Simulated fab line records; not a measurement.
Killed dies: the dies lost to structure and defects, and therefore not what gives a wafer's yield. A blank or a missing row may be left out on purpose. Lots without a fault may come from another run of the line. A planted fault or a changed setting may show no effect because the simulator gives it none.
fab line records	flow sky130
record lots=13	wafers=39	last_day=51
route steps=708 shown POLY_GATE@230 LDD_HVN@274 LDD_HVP@288 PAD_OPEN@708
lots untouched by any fault: they come from a run of this same line in which no faults occurred
start_h: the number of hours between the record's first day and the start of the first shown wafer of the lot	wait_h: hours elapsed since this lot's preceding step	" same as the row above	L1.1+2: one row covering several wafers at once	- either no value or no given start	* or withheld: withheld	< > ~ a bound
route shown NAME@n: NAME is a module with steps in the file, n the number in the route of the first one	usual: average and standard deviation across the fault-free wafers	same: alike in all rows	chamber/n: place in a boat	sites: each site's reading	_std_site: standard deviation of those values	_edge_site: mean of outer sites minus mean of inner sites	radius_mm: how far each site lies from the wafer's centre	mask NAME#n: copy n	behind: the last tool/chamber to shape the wafer	hold: why the lot was held/for how many hours/how that ended	device: transistor that didn't switch, given as n, p or np	end of line: at the end of the route, the tests of the same wafers	step lacking rows: just its recipe	killed: at the first sort, the dies lost to defects and structure; wafer yield is something else	map: shows each die of a wafer: x if killed, . if not, _ if none is there
set.NAME: the setting as run; set.NAME@STEP: as run at that earlier step	model.NAME: the simulator's own value behind a step, which no gauge read
a sample of lots followed through the steps of the route, with each step as a table and each wafer as a row
services: when a tool's chamber went out of use (start_h, in hours from the record's first day, below 0 if earlier), for how many hours, and the reason
## steps
# step SKY_POLY_GATE_ETCH_16
# recipe stop_on=poly-Si	chemistry=CH3F/O2	target=Si3N4	source_w=400	bias_w=80	pressure_mtorr=25	ch3f_flow_sccm=40	O2_flow_sccm=30	time_s=147.5	target_depth_a=750
# usual drypump_motor_current_A=5.7/0.48	oes_product_au=0.639/0.0056	throttle_valve_pct=10.533/0.0097
lot.wafer	tool	chamber	start_h	wait_h	drypump_motor_current_A	oes_product_au	rf_hours_counter_h	throttle_valve_pct
L188.1	rie_diel-04	3	365.29	0.0	6.6	0.647	2	10.524
L188.2	"	1	"	"	5.2	0.636	1	10.533
L188.4	"	0	"	"	5.3	0.641	59	10.524
L189.1	rie_diel-03	2	386.34	0.0	5.9	0.633	12	10.519
L189.4	"	1	"	"	6.0	0.629	65	10.542
L189.5	"	2	"	"	5.9	0.638	-	10.536
L193.1	rie_diel-02	3	412.71	0.0	5.0	0.631	100	10.519
L193.3	"	1	"	"	6.1	0.636	7	10.529
L193.4	"	0	"	"	5.1	0.634	1	10.521
L194.2	rie_diel-02	2	430.99	0.0	6.1	0.628	23	10.533
L194.3	"	1	"	"	6.1	0.634	8	10.536
L194.6	"	1	"	"	6.1	0.632	-	10.532
L195.3	rie_diel-03	2	443.22	0.0	5.9	0.642	13	10.522
L195.4	"	0	"	"	5.3	0.629	75	10.539
L195.5	"	2	"	"	5.9	0.640	-	10.544
L196.2	rie_diel-02	2	444.17	0.0	6.1	0.632	23	10.534
L196.3	"	1	"	"	6.1	0.640	8	10.527
L196.6	"	1	"	"	6.1	0.636	-	10.535
L197.2	rie_diel-03	0	457.91	0.0	5.2	0.644	75	10.530
L197.3	"	3	"	"	6.2	0.640	4	10.525
L197.4	"	1	"	"	5.9	0.649	67	10.531
L203.1	rie_diel-02	2	535.68	0.0	6.1	0.643	25	10.527
L203.3	"	3	"	"	5.0	0.643	1	10.538
L203.4	"	1	"	"	6.1	0.643	10	10.536
L204.2	rie_diel-03	0	536.61	0.0	5.2	0.647	77	10.541
L204.4	"	2	"	"	5.9	0.638	15	10.530
L204.5	"	3	"	"	6.2	0.648	-	10.542
L205.1	rie_diel-03	1	553.44	0.0	5.9	0.648	68	10.537
L205.4	"	3	"	"	6.2	0.645	6	10.540
L205.6	"	3	"	"	6.2	0.642	-	10.537
L206.1	rie_diel-02	2	558.56	0.0	6.1	0.641	25	10.547
L206.2	"	0	"	"	5.2	0.630	4	10.523
L206.6	"	2	"	"	6.1	0.641	-	10.526
L210.1	rie_diel-03	2	573.94	0.0	5.9	0.633	16	10.537
L210.2	"	3	"	"	6.1	0.643	6	10.529
L210.5	"	2	"	"	5.9	0.635	-	10.529
L209.4	rie_diel-04	1	576.11	0.0	5.2	0.644	-	10.529
L209.5	"	2	"	"	5.6	0.653	-	10.533
L209.6	"	3	"	"	6.6	0.644	-	10.553
# step SKY_LDD_HVN_OVL_MEAS_07
# usual LDD_HVN_OVL=0.0/1.4
lot.wafer	tool	chamber	start_h	wait_h	LDD_HVN_OVL[nm]
L188.1	overlay-01	-	460.17	0.1	-0.1
L188.2	"	-	"	"	-1.3
L188.4	"	-	"	"	-0.9
L189.1	overlay-02	-	480.52	0.1	0.0
L189.4	"	-	"	"	0.1
L189.5	"	-	"	"	0.4
L193.1	overlay-02	-	508.53	0.1	-0.5
L193.3	"	-	"	"	-2.3
L193.4	"	-	"	"	-0.9
L194.2	overlay-01	-	527.88	0.1	0.1
L194.3	"	-	"	"	0.8
L194.6	"	-	"	"	0.3
L195.3	overlay-02	-	540.10	0.1	2.0
L195.4	"	-	"	"	1.6
L195.5	"	-	"	"	1.5
L196.2	overlay-01	-	541.04	0.1	2.6
L196.3	"	-	"	"	2.7
L196.6	"	-	"	"	3.1
L197.2	overlay-02	-	558.48	0.1	0.1
L197.3	"	-	"	"	-1.0
L197.4	"	-	"	"	-1.7
L203.1	overlay-02	-	628.02	0.1	0.2
L203.3	"	-	"	"	-0.4
L203.4	"	-	"	"	0.4
L204.2	overlay-02	-	629.78	0.1	0.6
L204.4	"	-	"	"	0.5
L204.5	"	-	"	"	0.1
L205.1	overlay-01	-	646.68	0.1	-0.3
L205.4	"	-	"	"	0.8
L205.6	"	-	"	"	0.5
L206.1	overlay-02	-	651.52	0.1	1.9
L206.2	"	-	"	"	-1.0
L206.6	"	-	"	"	-0.5
L210.1	overlay-01	-	665.37	0.1	2.6
L210.2	"	-	"	"	1.3
L210.5	"	-	"	"	-0.8
L209.4	overlay-01	-	667.65	0.1	1.0
L209.5	"	-	"	"	1.7
L209.6	"	-	"	"	1.1
# step SKY_LDD_HVN_IMPLANT_08
# recipe species=P	energy_kev=60	dose_cm2=3e+13	tilt_deg=40
# usual beam_energy_keV=60.000/0.018
lot.wafer	tool	chamber	start_h	wait_h	beam_energy_keV
L188.1	implanter-03	0	460.21	0.0	60.001
L188.2	"	0	"	"	59.998
L188.4	"	0	"	"	59.999
L189.1	implanter-04	0	480.56	0.0	60.045
L189.4	"	0	"	"	59.998
L189.5	"	0	"	"	60.009
L193.1	implanter-04	0	508.56	0.0	60.011
L193.3	"	0	"	"	60.008
L193.4	"	0	"	"	60.017
L194.2	implanter-03	0	527.94	0.0	59.994
L194.3	"	0	"	"	59.975
L194.6	"	0	"	"	60.001
L195.3	implanter-04	0	540.17	0.1	72.203
L195.4	"	0	"	"	72.239
L195.5	"	0	"	"	72.221
L196.2	implanter-04	0	541.09	0.0	72.257
L196.3	"	0	"	"	72.255
L196.6	"	0	"	"	72.267
L197.2	implanter-02	0	558.54	0.0	60.017
L197.3	"	0	"	"	60.005
L197.4	"	0	"	"	59.966
L203.1	implanter-04	0	628.06	0.0	60.001
L203.3	"	0	"	"	59.974
L203.4	"	0	"	"	59.969
L204.2	implanter-04	0	629.83	0.0	60.012
L204.4	"	0	"	"	60.001
L204.5	"	0	"	"	60.015
L205.1	implanter-03	0	646.72	0.0	59.977
L205.4	"	0	"	"	59.993
L205.6	"	0	"	"	60.007
L206.1	implanter-04	0	651.56	0.0	59.971
L206.2	"	0	"	"	60.026
L206.6	"	0	"	"	59.958
L210.1	implanter-04	0	665.41	0.0	60.001
L210.2	"	0	"	"	60.006
L210.5	"	0	"	"	60.003
L209.4	implanter-02	0	667.74	0.1	60.032
L209.5	"	0	"	"	60.018
L209.6	"	0	"	"	60.035
# step SKY_LDD_HVN_TW_MEAS_10
# usual LDD_HVN_TW=1437/8.7
lot.wafer	tool	chamber	start_h	wait_h	LDD_HVN_TW
L188.1	film_metro-01	-	460.46	0.1	1434
L188.2	"	-	"	"	1431
L188.4	"	-	"	"	1423
L189.1	film_metro-02	-	480.81	0.1	1431
L189.4	"	-	"	"	1431
L189.5	"	-	"	"	1429
L193.1	film_metro-01	-	508.81	0.1	1434
L193.3	"	-	"	"	1440
L193.4	"	-	"	"	1447
L194.2	film_metro-01	-	528.17	0.1	1428
L194.3	"	-	"	"	1432
L194.6	"	-	"	"	1434
L195.3	film_metro-04	-	540.39	0.1	1522
L195.4	"	-	"	"	1517
L195.5	"	-	"	"	1522
L196.2	film_metro-01	-	541.33	0.1	1501
L196.3	"	-	"	"	1500
L196.6	"	-	"	"	1499
L197.2	film_metro-01	-	558.77	0.1	1437
L197.3	"	-	"	"	1425
L197.4	"	-	"	"	1437
L203.1	film_metro-01	-	628.31	0.1	1435
L203.3	"	-	"	"	1432
L203.4	"	-	"	"	1436
L204.2	film_metro-01	-	630.07	0.1	1430
L204.4	"	-	"	"	1439
L204.5	"	-	"	"	1425
L205.1	film_metro-01	-	646.97	0.1	1435
L205.4	"	-	"	"	1435
L205.6	"	-	"	"	1429
L206.1	film_metro-01	-	651.81	0.1	1435
L206.2	"	-	"	"	1440
L206.6	"	-	"	"	1437
L210.1	film_metro-04	-	665.66	0.1	1456
L210.2	"	-	"	"	1443
L210.5	"	-	"	"	1451
L209.4	film_metro-04	-	667.95	0.1	1456
L209.5	"	-	"	"	1439
L209.6	"	-	"	"	1443
# step SKY_LDD_HVP_TW_MEAS_10
# usual LDD_HVP_TW=457/3.1
lot.wafer	tool	chamber	start_h	wait_h	LDD_HVP_TW
L188.1	film_metro-03	-	489.96	0.1	458
L188.2	"	-	"	"	461
L188.4	"	-	"	"	461
L189.1	film_metro-01	-	511.69	0.1	455
L189.4	"	-	"	"	456
L189.5	"	-	"	"	456
L193.1	film_metro-03	-	539.90	0.1	459
L193.3	"	-	"	"	459
L193.4	"	-	"	"	457
L194.2	film_metro-03	-	558.70	0.1	460
L194.3	"	-	"	"	462
L194.6	"	-	"	"	461
L195.3	film_metro-01	-	570.96	0.1	456
L195.4	"	-	"	"	455
L195.5	"	-	"	"	455
L196.2	film_metro-01	-	572.12	0.1	459
L196.3	"	-	"	"	457
L196.6	"	-	"	"	458
L197.2	film_metro-04	-	589.08	0.1	459
L197.3	"	-	"	"	459
L197.4	"	-	"	"	461
L203.1	film_metro-03	-	657.84	0.1	449
L203.3	"	-	"	"	448
L203.4	"	-	"	"	448
L204.2	film_metro-04	-	659.18	0.1	461
L204.4	"	-	"	"	461
L204.5	"	-	"	"	460
L205.1	film_metro-04	-	676.56	0.1	457
L205.4	"	-	"	"	458
L205.6	"	-	"	"	456
L206.1	film_metro-01	-	680.42	0.1	455
L206.2	"	-	"	"	455
L206.6	"	-	"	"	453
L210.1	film_metro-03	-	694.97	0.1	456
L210.2	"	-	"	"	454
L210.5	"	-	"	"	455
L209.4	film_metro-04	-	696.20	0.1	458
L209.5	"	-	"	"	457
L209.6	"	-	"	"	458
# step SKY_PAD_OPEN_PROBE_99
# usual killed_at_M0_to_M3=44/7.4	killed_at_M4_up=3.1/1.8	killed_at_contacts=25/6	killed_at_front_end=15/4.4	killed_at_other=0.3/0.49	killed_dies=88/10	killed_open=48/7.4	killed_short=39/6.3
# same gross_dies=492	killed_at_back_side=0
lot.wafer	tool	chamber	start_h	wait_h	killed_at_M0_to_M3	killed_at_M4_up	killed_at_contacts	killed_at_front_end	killed_at_other	killed_dies	killed_open	killed_short
L195.3	prober-01	-	1134.37	0.2	26	6	37	21	1	91	43	48
L195.4	prober-01	-	1134.42	0.2	29	2	29	18	0	78	51	27
L195.5	prober-01	-	1134.47	0.2	37	5	32	19	0	93	51	42
# killed by level:class
L195.3 LI_CONTACT:geometric_particle:open=10 LOCAL_INTERCONNECT:geometric_particle:short=9 CONTACT:geometric_particle:short=8 FIELD_ISO:geometric_particle:open=7 CONTACT:geometric_particle:open=7 METAL4:geometric_particle:short=6 VIA1:geometric_particle:open=5 FIELD_ISO:geometric_particle:short=4
L195.4 CONTACT:geometric_particle:open=14 POLY_GATE:geometric_particle:open=7 LI_CONTACT:geometric_particle:open=7 FIELD_ISO:geometric_particle:open=6 METAL1:geometric_particle:short=6 VIA1:geometric_particle:open=6 VIA2:geometric_particle:open=5 CONTACT:geometric_particle:short=4
L195.5 LI_CONTACT:geometric_particle:open=13 VIA1:geometric_particle:open=12 VIA1:geometric_particle:short=11 CONTACT:geometric_particle:open=9 POLY_GATE:geometric_particle:open=6 POLY_GATE:geometric_particle:short=6 LI_CONTACT:geometric_particle:short=4 LOCAL_INTERCONNECT:geometric_particle:short=4
## services
tool	chamber	start_h	hours	kind
implanter-03	-	349.19	4.9	pm
rie_diel-02	0	349.65	7.9	repair
implanter-02	-	358.74	3.6	pm
implanter-04	-	368.28	1.6	repair
rie_diel-02	-	392.65	0.2	repair
rie_diel-02	1	398.24	8.1	repair
implanter-04	-	402.68	3.0	repair
rie_diel-02	0	403.94	6.5	repair
rie_diel-03	0	406.66	5.4	repair
implanter-02	-	417.88	106.0	repair
rie_diel-04	0	421.31	2.7	repair
implanter-04	-	457.58	0.8	repair
implanter-04	-	480.98	6.1	pm
rie_diel-04	0	487.10	97.2	repair
rie_diel-04	1	492.32	14.7	repair
rie_diel-03	1	514.22	12.4	repair
implanter-03	-	529.39	4.4	repair
rie_diel-04	1	529.66	2.7	repair
implanter-04	-	532.81	0.9	repair
implanter-03	-	557.31	3.7	repair
rie_diel-02	-	598.16	2.8	pm
implanter-02	-	613.61	4.6	repair
implanter-03	-	624.95	20.4	repair
rie_diel-03	-	657.81	14.6	pm
## key
first_sign step=SKY_LDD_HVN_IMPLANT_08	reading=beam_energy_keV	direction=up	sigmas=99+	usual=*	struck=*
effect step=SKY_LDD_HVN_TW_MEAS_10	reading=LDD_HVN_TW	direction=up	sigmas=8.4	usual=1437	struck=1510
met_at SKY_LDD_HVN_IMPLANT_08
struck_lots L195,L196
tester_left_out L195,L196
not_acting_at SKY_POLY_GATE_ETCH_16,SKY_LDD_HVN_OVL_MEAS_07,SKY_LDD_HVP_TW_MEAS_10
onset_between 508.56 540.17
fault kind=process_parameter_drift	tool=implanter-04	chamber=-	onset_h=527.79	steps=SKY_LDD_HVN_IMPLANT_08	channel=energy_kev	offset=*	shape=step	end_h=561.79	acts_in=*	stated=*
# tester_left_out: of these lots the tester's yield and bins aren't shown, on N5 and GAA mostly nor the transistor test; their killed dies are dies lost to structure and defects alone, not to doping, threshold or leakage, so they don't give the yield
